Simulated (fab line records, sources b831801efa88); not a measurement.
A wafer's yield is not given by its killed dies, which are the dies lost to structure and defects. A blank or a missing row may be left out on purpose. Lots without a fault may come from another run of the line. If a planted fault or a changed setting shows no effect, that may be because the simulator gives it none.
Problem report in the 8D (eight disciplines) form, filled by code ; flow sky130 ; the parts of the form that need people (team, actions taken, sign-off) are left out

== 1. WHAT WENT WRONG ==
cdNm at SKY_LDD_P_CD_MEAS_07 reads a mean of 398.7 nm on 6 wafers of 2 lots; wafers without a fault read 380.2 nm with a standard deviation of 2.5. That puts it +7.4 standard deviations away from the usual mean.
The step: target cd 380 nm.
Seen first at day 22 20:26 on cdSem-02, wafer L900.2. The record holds 42 wafers of 14 lots with a number at this step. Rule for "out", or "out of limits": more than 4 standard deviations from the usual mean. The other wafers with a number count as sound.

== 2. WHAT IT IS AND WHAT IT IS NOT ==
question;is;is not
which readings at this step;cdNm;-
which lots;L900, L901;L891, L892, L893, L905, L906, L907, L908, L909, L911, L912, L913, L914
which wafers of those lots;all that have a number;-
read on which gauges;cdSem-02;cdSem-01
when;from day 22 20:26;"up to then (9 sound wafers); but 27 sound wafers of L905, L906, L907, L908, L909, L911, L912, L913, L914 came after"

== 3. SUSPECTS, AND WHAT RULES EACH OUT ==
Counting: a tool at any process step up to the reading remains a suspect when it ran all the lots that are out and ran no sound lot after the first of those.
- the gauge at SKY_LDD_P_CD_MEAS_07: kept. All the wafers that are out were read on cdSem-02, and no step on other tools shows them out.
- lithoTrack-03 at SKY_LDD_P_DEVELOP_06 (develop time 60 s): ruled out as a lasting fault. Sound lots L912, L914 ran on it after its first lot that is out, L900 (day 22 20:18).
After counting, what remains is cdSem-02 at SKY_LDD_P_CD_MEAS_07.

== 4. THE CAUSE (what the simulator had put in) ==
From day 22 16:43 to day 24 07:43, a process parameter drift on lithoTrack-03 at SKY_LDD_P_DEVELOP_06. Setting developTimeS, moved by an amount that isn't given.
Counting ruled it out, wrongly: the rule takes a fault to strike every lot that its tool runs from its start on, and this one did not.

== 5. THE EFFECT CHAIN, in route order ==
Each row: a reading whose mean over the struck wafers that have a number lies more than 3 standard deviations from the usual. Only readings for which the record gives a usual standard deviation are gone through. hours: the time from each lot's start at the first step in this table that gives one to its start at this step, as a median over the lots. sigmas: the change in usual standard deviations.
hours;step;reading;usual;on struck wafers;change;sigmas
0;SKY_LDD_P_CD_MEAS_07;cdNm;380.2 nm;398.7;+18.5;+7.4
Later steps that measure or inspect, where all struck wafers having a row at the step show a number for every such reading and not one has moved that far: SKY_LDD_HVP_OVL_MEAS_07.

== 6. HOW IT WOULD HAVE BEEN CAUGHT EARLIER ==
4 hours passed between the start of the fault at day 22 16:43 and the first reading out of limits at a measuring or inspecting step in this record, taken at day 22 20:26.
